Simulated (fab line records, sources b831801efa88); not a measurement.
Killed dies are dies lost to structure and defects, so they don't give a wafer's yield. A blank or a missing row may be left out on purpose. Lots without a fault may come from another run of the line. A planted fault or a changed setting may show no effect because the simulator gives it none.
fab line records | flow sfq_line
record lots=6 wafers=18 last_day=92
route steps=325 shown M1@66 I1@73
lots that met no fault: from a run of the same line without faults
start_h: hours from the record's first day to the start of the lot's first wafer shown | wait_h: hours since the lot's step before | " the same as in the row above | L1.1+2: a row that stands for several wafers | - no value, or no start given | * or withheld: withheld | < > ~ a bound
route shown NAME@n: a module of which the file shows steps, and the number in the route of the first | usual: mean/standard deviation of fault-free wafers | same: alike in all rows | chamber/n: place in a boat | sites: the reading at each site | _std_site: their standard deviation | _edge_site: outer sites' mean less inner sites' | radius_mm: how far each site lies from the wafer's centre | mask NAME#n: copy n | behind: the tool/chamber that last shaped the wafer | hold: why the lot was held/for how many hours/how that ended | device: the transistor (n, p or np) that didn't switch | end of line: the same wafers' tests at the end of the route | a step without rows: its recipe alone | killed: dies lost to structure and defects at the first sort, not the wafer's yield | map: a wafer's dies, x killed, . not, _ none there
set.NAME: the setting as run; set.NAME@STEP: as run at that earlier step | model.NAME: the simulator's own value behind a step, which no gauge read
lots at some steps of the route; a table a step, a row a wafer
services: from which hour (start_h, from the record's first day; less than 0 if before it) a tool's chamber was out of use, for how many hours, and why
## steps
# step SFQ_TRILAYER_M1_LITHO_PEB_042
# recipe peb_temp_c=115 peb_time_s=60 resist=KrF
# step SFQ_TRILAYER_M1_LITHO_DEVELOP_041
# recipe time_s=60 resist=KrF
# step SFQ_M1_OVL_MEAS_911
# usual M1_OVL=-1/5.5
# columns lot.wafer tool chamber start_h wait_h M1_OVL[nm]
L234.1 overlay-01 - 241.03 0.1 1
L234.2 " - " " 1
L234.5 " - " " 1
L240.1 overlay-01 - 366.25 0.1 3
L240.2 " - " " 7
L240.4 " - " " 4
L241.1 overlay-02 - 376.34 0.1 -5
L241.2 " - " " -1
L241.4 " - " " 0
L251.1 overlay-01 - 601.48 0.1 3
L251.2 " - " " 10
L251.5 " - " " 6
L255.3 overlay-01 - 625.50 0.1 0
L255.4 " - " " 10
L255.5 " - " " 4
L256.3 overlay-02 - 631.50 0.1 3
L256.4 " - " " -9
L256.5 " - " " 7
# step SFQ_TRILAYER_M1_BARC_OPEN_METAL_ETCH_054
# recipe mask_material=PR chemistry=O2 target_depth_nm=125 target=BARC icp_w=600 bias_w=80 pressure_mtorr=10 time_s=41.7
# usual drypump_motor_current_A=5.4/0.38 oes_product_au=0.684/0.0052
# columns lot.wafer tool chamber start_h wait_h drypump_motor_current_A oes_product_au rf_hours_counter_h
L234.1 rie_metal-01 0 241.07 0.0 5.8 0.677 57
L234.2 " 1 " " 5.4 0.685 84
L234.5 " 0 " " 5.9 0.686 -
L240.1 rie_metal-01 1 366.29 0.0 5.4 0.681 98
L240.2 " 0 " " 5.8 0.680 71
L240.4 " 1 " " 5.4 0.686 -
L241.1 rie_metal-03 1 376.37 0.0 5.5 0.696 143
L241.2 " 0 " " 5.2 0.685 17
L241.4 " 0 " " 5.3 0.691 -
L251.1 rie_metal-01 1 601.52 0.0 5.4 0.687 128
L251.2 " 0 " " 5.8 0.677 101
L251.5 " 0 " " 5.9 0.680 -
L255.3 rie_metal-02 1 625.54 0.0 4.7 0.690 -
L255.4 " 0 " " 5.7 0.677 -
L255.5 " 1 " " 4.7 0.683 -
L256.3 rie_metal-02 1 631.54 0.0 4.7 0.683 -
L256.4 " 0 " " 5.7 0.686 -
L256.5 " 0 " " 5.6 0.684 -
# step SFQ_TRILAYER_M1_ETCH_METAL_ETCH_042
# recipe target=Nb stop_on=SiO2 mask_material=PR chemistry=Cl2/Ar target_depth_nm=240 icp_w=600 bias_w=80 pressure_mtorr=10 time_s=120
# usual drypump_motor_current_A=5.4/0.38 oes_product_au=0.894/0.0077
# columns lot.wafer tool chamber start_h wait_h drypump_motor_current_A oes_product_au rf_hours_counter_h
L234.1 rie_metal-01 0 241.13 0.0 5.8 0.889 57
L234.2 " 1 " " 5.4 0.890 84
L234.5 " 0 " " 5.9 0.895 -
L240.1 rie_metal-01 1 366.35 0.0 5.4 0.880 98
L240.2 " 0 " " 5.8 0.894 71
L240.4 " 1 " " 5.4 0.888 -
L241.1 rie_metal-03 1 376.43 0.0 5.6 0.908 143
L241.2 " 0 " " 5.2 0.908 17
L241.4 " 0 " " 5.3 0.901 -
L251.1 rie_metal-01 1 601.58 0.0 5.4 0.889 128
L251.2 " 0 " " 5.9 0.880 101
L251.5 " 0 " " 5.8 0.880 -
L255.3 rie_metal-02 1 625.62 0.1 4.7 0.893 -
L255.4 " 0 " " 5.7 0.898 -
L255.5 " 1 " " 4.7 0.896 -
L256.3 rie_metal-02 1 631.62 0.1 4.7 0.894 -
L256.4 " 0 " " 5.7 0.886 -
L256.5 " 0 " " 5.7 0.888 -
# step SFQ_TRILAYER_M1_STRIP_STRIP_043
# recipe gas=O2 power_w=200 platen_temp_c=40 overash_fraction=0.65 chemistry=O2 pressure_mtorr=50
# usual drypump_motor_current_A=5.4/0.38 oes_product_au=1.001/0.012
# columns lot.wafer tool chamber start_h wait_h drypump_motor_current_A oes_product_au rf_hours_counter_h
L234.1 rie_metal-01 0 241.26 0.1 5.8 0.964 57
L234.2 " 1 " " 5.4 1.008 84
L234.5 " 0 " " 5.8 0.979 -
L240.1 rie_metal-01 1 366.47 0.1 5.4 1.012 98
L240.2 " 0 " " 5.8 0.989 71
L240.4 " 1 " " 5.4 1.004 -
L241.1 rie_metal-03 1 376.56 0.1 5.5 1.019 144
L241.2 " 0 " " 5.3 0.999 17
L241.4 " 0 " " 5.3 1.012 -
L251.1 rie_metal-01 1 601.71 0.1 5.4 1.018 128
L251.2 " 0 " " 5.9 0.976 101
L251.5 " 0 " " 5.8 0.982 -
L255.3 rie_metal-02 1 625.91 0.2 4.7 1.021 -
L255.4 " 0 " " 5.7 0.983 -
L255.5 " 1 " " 4.7 1.017 -
L256.3 rie_metal-02 1 631.91 0.2 4.7 1.008 -
L256.4 " 0 " " 5.7 0.990 -
L256.5 " 0 " " 5.7 0.982 -
# step SFQ_TRILAYER_M1_STRIP_SOLV_CLEAN_044
# recipe chemistry=NMP temp_c=70 time_s=600
# step SFQ_TRILAYER_I1_DEP_PECVD_045
# recipe material=SiO2 temp_c=150 time_s=111.11 pressure_torr=2.4 rf_w=183.3 precursor=SiH4/N2O target_thk_nm=500
# step SFQ_TRILAYER_I1_CMP_CMP_046
# recipe material=SiO2 down_force_psi=3 platen_rpm=60 pad_velocity_m_s=0.94248
# usual motor_current_A=9.8/0.55 platen_rpm=60.00/0.041 slurry_filter_dp_kPa=13.47/0.13 time_to_endpoint_s=218/7.4
# columns lot.wafer tool chamber start_h wait_h motor_current_A platen_rpm slurry_filter_dp_kPa time_to_endpoint_s
L234.2 cmp-02 1 255.81 13.7 9.9 59.96 13.47 209
L234.1 " 2 " " 10.0 59.93 13.34 207
L234.5 " 0 257.31 15.2 11.0 60.00 13.56 214
L240.4 cmp-02 1 367.43 0.1 9.6 60.06 13.58 218
L240.1 " 2 " " 9.8 60.00 13.50 217
L240.2 " 3 " " 9.2 60.02 13.48 211
L241.4 cmp-02 1 377.41 0.0 9.9 59.99 13.29 215
L241.2 " 3 378.41 1.0 9.6 59.93 13.55 205
L241.1 " 0 " " 11.3 60.03 13.53 218
L251.2 cmp-02 1 603.51 1.0 10.3 60.06 13.61 218
L251.1 " 3 604.51 2.0 9.8 60.00 13.67 215
L251.5 " 0 " " 10.0 59.97 13.37 226
L255.3 cmp-02 0 627.06 0.5 10.3 60.04 13.47 227
L255.4 " 1 " " 10.1 59.98 13.40 222
L255.5 " 0 629.06 2.5 10.9 60.08 13.59 228
L256.3 cmp-02 2 632.57 0.0 9.5 59.99 13.59 226
L256.4 " 0 633.57 1.0 9.9 59.94 13.55 224
L256.5 " 2 634.57 2.0 10.0 60.05 13.52 231
# step SFQ_I1_BOW_MEAS_912
# recipe mode=bow
# usual I1_BOW=0/7.8
# columns lot.wafer tool chamber start_h wait_h I1_BOW[um]
L234.1 film_metro-03 - 257.81 1.0 -11
L234.2 " - " " 3
L234.5 " - " " 4
L240.1 film_metro-03 - 370.43 2.0 -14
L240.2 " - " " 3
L240.4 " - " " 6
L241.1 film_metro-04 - 380.41 1.0 -10
L241.2 " - " " -3
L241.4 " - " " -5
L251.1 film_metro-03 - 606.01 1.0 -2
L251.2 " - " " 11
L251.5 " - " " -4
L255.3 film_metro-01 - 629.60 2.0 13
L255.4 " - " " 2
L255.5 " - " " 5
L256.3 film_metro-04 - 635.61 2.5 -1
L256.4 " - " " 1
L256.5 " - " " 2
# step SFQ_TRILAYER_I1_METRO_MEASURE_047
# usual thk_nm=200.4/1.2
# columns lot.wafer tool chamber start_h wait_h thk_nm
L234.1 film_metro-03 - 257.93 0.1 199.4
L234.2 " - " " 198.5
L234.5 " - " " 199.3
L240.1 film_metro-03 - 370.55 0.1 200.2
L240.2 " - " " 197.7
L240.4 " - " " 197.8
L241.1 film_metro-04 - 380.53 0.1 200.8
L241.2 " - " " 198.2
L241.4 " - " " 200.6
L251.1 film_metro-03 - 606.13 0.1 201.5
L251.2 " - " " 200.4
L251.5 " - " " 201.7
L255.3 film_metro-01 - 630.08 0.5 199.8
L255.4 " - " " 201.2
L255.5 " - " " 202.4
L256.3 film_metro-04 - 636.09 0.5 203.2
L256.4 " - " " 201.9
L256.5 " - " " 202.2
# step SFQ_TRILAYER_I1_VIA_LITHO_COAT_054
# recipe resist=BARC spin_rpm=3000 resist_thk_nm=62
# step SFQ_TRILAYER_I1_VIA_LITHO_COAT_049
# recipe resist=KrF spin_rpm=3000 resist_thk_nm=650
# usual exhaust_pa=44.9/0.89 resist_line_temp_C=23.00/0.11
# columns lot.wafer tool chamber start_h wait_h exhaust_pa resist_line_temp_C model.KrF_of_TRILAYER_I1_VIA_LITHO_COAT_049.thk_nm
L234.1 litho_track-01 0 259.43 0.2 43.6 22.82 649.9
L234.2 " 0 " " 43.8 22.98 647.6
L234.5 " 0 " " 44.1 22.89 648.7
L240.1 litho_track-04 0 372.05 0.2 44.6 23.05 708.5
L240.2 " 0 " " 43.3 22.96 708.2
L240.4 " 0 " " 45.4 23.21 708.7
L241.1 litho_track-04 0 382.03 0.2 45.4 23.21 713.4
L241.2 " 0 " " 45.1 22.96 711.6
L241.4 " 0 " " 45.9 23.02 711.9
L251.1 litho_track-04 0 607.63 0.2 44.3 22.97 651
L251.2 " 0 " " 44.5 22.98 650
L251.5 " 0 " " 44.0 23.03 651
L255.3 litho_track-01 0 631.28 0.2 45.1 23.08 652.2
L255.4 " 0 " " 45.0 23.24 652.3
L255.5 " 0 " " 44.4 22.93 651.5
L256.3 litho_track-04 0 637.29 0.2 45.5 23.25 652.5
L256.4 " 0 " " 44.7 23.05 653.5
L256.5 " 0 " " 45.3 22.89 654.1
# step SFQ_TRILAYER_I1_VIA_LITHO_SOFTBAKE_053
# recipe temp_c=withheld time_s=withheld resist=KrF
# step SFQ_TRILAYER_I1_VIA_LITHO_EXPOSE_050
# recipe mask_id=I1 na=0.6 source_shape=conventional sigma_outer=0.65 target_cd_nm=500 dose_mj=21.3
# step SFQ_TRILAYER_I1_VIA_LITHO_PEB_052
# recipe peb_temp_c=115 peb_time_s=60 resist=KrF
# step SFQ_TRILAYER_I1_VIA_LITHO_DEVELOP_051
# recipe time_s=60 resist=KrF
# step SFQ_I1_OVL_MEAS_913
# usual I1_OVL=-3/5.5
# columns lot.wafer tool chamber start_h wait_h I1_OVL[nm]
L234.1 overlay-02 - 382.37 0.1 3
L234.2 " - " " -2
L234.5 " - " " 6
L240.1 overlay-02 - 523.11 0.1 9
L240.2 " - " " 11
L240.4 " - " " 8
L241.1 overlay-02 - 536.31 0.1 -13
L241.2 " - " " -12
L241.4 " - " " -16
L251.1 overlay-02 - 609.60 0.1 0
L251.2 " - " " -6
L251.5 " - " " 1
L255.3 overlay-02 - 633.14 0.1 -5
L255.4 " - " " -6
L255.5 " - " " -7
L256.3 overlay-02 - 639.27 0.1 0
L256.4 " - " " -1
L256.5 " - " " -2
# step SFQ_TRILAYER_I1_VIA_BARC_OPEN_VIA_ETCH_071
# recipe mask_material=PR chemistry=O2 target_depth_nm=125 target=BARC source_w=500 bias_w=80 pressure_mtorr=30 time_s=41.7
# step SFQ_TRILAYER_I1_VIA_ETCH_VIA_ETCH_052
# recipe target=SiO2 stop_on=Nb mask_material=PR taper_deg=20 chemistry=CHF3 target_depth_nm=260 source_w=500 bias_w=80 pressure_mtorr=30 time_s=withheld
# usual drypump_motor_current_A=6.1/0.57 oes_product_au=0.855/0.0053
# columns lot.wafer tool chamber start_h wait_h drypump_motor_current_A oes_product_au model.KrF_of_TRILAYER_I1_VIA_LITHO_COAT_049.thk_nm
L234.1 rie_diel-01 3 382.45 0.0 6.5 0.851 527.3
L234.2 " 1 " " 6.7 0.854 526.9
L234.5 " 0 " " 6.0 0.856 528.2
L240.1 rie_diel-01 0 523.19 0.0 6.0 0.850 588.9
L240.2 " 3 " " 6.4 0.850 586.7
L240.4 " 2 " " 5.0 0.852 587.3
L241.1 rie_diel-01 3 536.39 0.0 6.4 0.855 592.9
L241.2 " 0 " " 6.0 0.852 592.2
L241.4 " 2 " " 5.0 0.853 591.6
L251.1 rie_diel-03 0 609.68 0.0 6.4 0.849 529.4
L251.2 " 1 " " 5.7 0.858 530.2
L251.5 " 0 " " 6.4 0.857 529.3
L255.3 rie_diel-01 0 633.20 0.0 6.0 0.858 532.5
L255.4 " 2 " " 5.0 0.863 530.6
L255.5 " 1 " " 6.7 0.857 531.9
L256.3 rie_diel-03 0 639.33 0.0 6.3 0.859 530
L256.4 " 3 " " 6.7 0.849 530.3
L256.5 " 2 " " 5.8 0.865 533.8
# step SFQ_TRILAYER_I1_VIA_STRIP_STRIP_053
# recipe gas=O2 power_w=200 platen_temp_c=40 overash_fraction=0.65 chemistry=O2 pressure_mtorr=50
## services
# columns tool chamber start_h hours kind
rie_diel-01 - 217.40 14.6 pm
rie_metal-02 0 224.17 7.0 repair
rie_metal-02 - 235.25 1.1 repair
rie_diel-01 3 244.66 4.1 repair
film_metro-03 - 251.58 1.4 pm
rie_diel-01 - 259.03 0.6 repair
cmp-02 - 276.09 1.2 repair
rie_diel-01 0 279.07 4.3 repair
rie_metal-01 - 301.83 28.1 pm
rie_metal-03 - 337.71 0.3 repair
rie_diel-01 0 339.78 14.8 repair
rie_diel-01 3 343.46 10.0 repair
cmp-02 - 360.64 0.5 repair
film_metro-03 - 380.57 1.9 pm
rie_diel-01 2 382.36 9.5 repair
cmp-02 - 408.43 4.0 pm
rie_diel-01 - 442.12 0.3 repair
rie_metal-02 - 443.09 1.4 pm
rie_diel-01 0 457.20 1.9 repair
rie_diel-01 0 470.16 7.1 repair
cmp-02 - 490.13 0.9 repair
rie_diel-01 0 494.95 4.3 repair
cmp-02 - 554.61 4.0 pm
rie_diel-01 - 617.72 1.0 repair
## key
first_sign none at tools or gauges
model_effect step=SFQ_TRILAYER_I1_VIA_LITHO_COAT_049 value=KrF_of_TRILAYER_I1_VIA_LITHO_COAT_049.thk_nm without=651.7 struck=710.4
model_effect step=SFQ_TRILAYER_I1_VIA_ETCH_VIA_ETCH_052 value=KrF_of_TRILAYER_I1_VIA_LITHO_COAT_049.thk_nm without=531.2 struck=589.9
met_at SFQ_TRILAYER_I1_VIA_LITHO_COAT_049
struck_wafers L240.1,L240.2,L240.4,L241.1,L241.2,L241.4
fault kind=process_parameter_drift tool=litho_track-04 chamber=- onset_h=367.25 steps=SFQ_TRILAYER_I1_VIA_LITHO_COAT_049 channel=resist_thk_nm offset=58.558 shape=step end_h=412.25 acts_in=these_recipes_only stated=650
